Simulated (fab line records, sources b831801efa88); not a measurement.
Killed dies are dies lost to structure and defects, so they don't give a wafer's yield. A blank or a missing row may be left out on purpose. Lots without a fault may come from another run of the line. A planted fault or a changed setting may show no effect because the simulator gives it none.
Which tool did it? | flow gf180mcu | 7 lots, 21 wafers sampled, at 2 steps of a route of 602

WHAT THE GAUGES READ, wafer by wafer
GF_V1_THK_MEAS_01.
lot  | measured     | on            | V1_CVD_00_THK (nm)
L183 | day 17 10:49 | film_metro-04 | 584 593 597
L185 | day 18 02:50 | film_metro-02 | 602 602 593
L189 | day 19 22:17 | film_metro-04 | 605 611 608
L192 | day 20 23:39 | film_metro-02 | 589 598 591
L194 | day 21 15:11 | film_metro-02 | 596 601 598
L202 | day 24 04:50 | film_metro-04 | 592 593 593
L204 | day 24 19:29 | film_metro-02 | 595 592 603

WHICH TOOL RAN EACH LOT (tool, then ch and the chambers of the sampled wafers, then the start)
lot  | GF_DNWELL_IMPLANT_07
L183 | implanter-03 ch 0, day 2 23:39
L185 | implanter-03 ch 0, day 3 09:07
L189 | implanter-02 ch 0, day 4 09:18
L192 | implanter-03 ch 0, day 4 23:41
L194 | implanter-02 ch 0, day 5 08:58
L202 | implanter-02 ch 0, day 7 05:36
L204 | implanter-02 ch 0, day 7 13:59
- GF_DNWELL_IMPLANT_07

THE ANSWER, worked out from the rows above alone
Rule: what is usual is taken from the lots themselves. Put in order of their means at a reading, lots are off if they are a third of the lots or fewer, leave a main group of 4 or more, and stand apart from it by a gap of 3 or more times the standard deviation of the main group's means; of several such gaps the widest counts. A main group whose means are all the same, to the digits that the tables above print for the reading, isn't used. A lot without any number at a reading at which 4 lots or more have one is off too. The other lots that the step has rows for count as sound.
No lot is off at any reading shown: from this, nothing can be told.

WHAT THE SIMULATOR HAD PUT IN
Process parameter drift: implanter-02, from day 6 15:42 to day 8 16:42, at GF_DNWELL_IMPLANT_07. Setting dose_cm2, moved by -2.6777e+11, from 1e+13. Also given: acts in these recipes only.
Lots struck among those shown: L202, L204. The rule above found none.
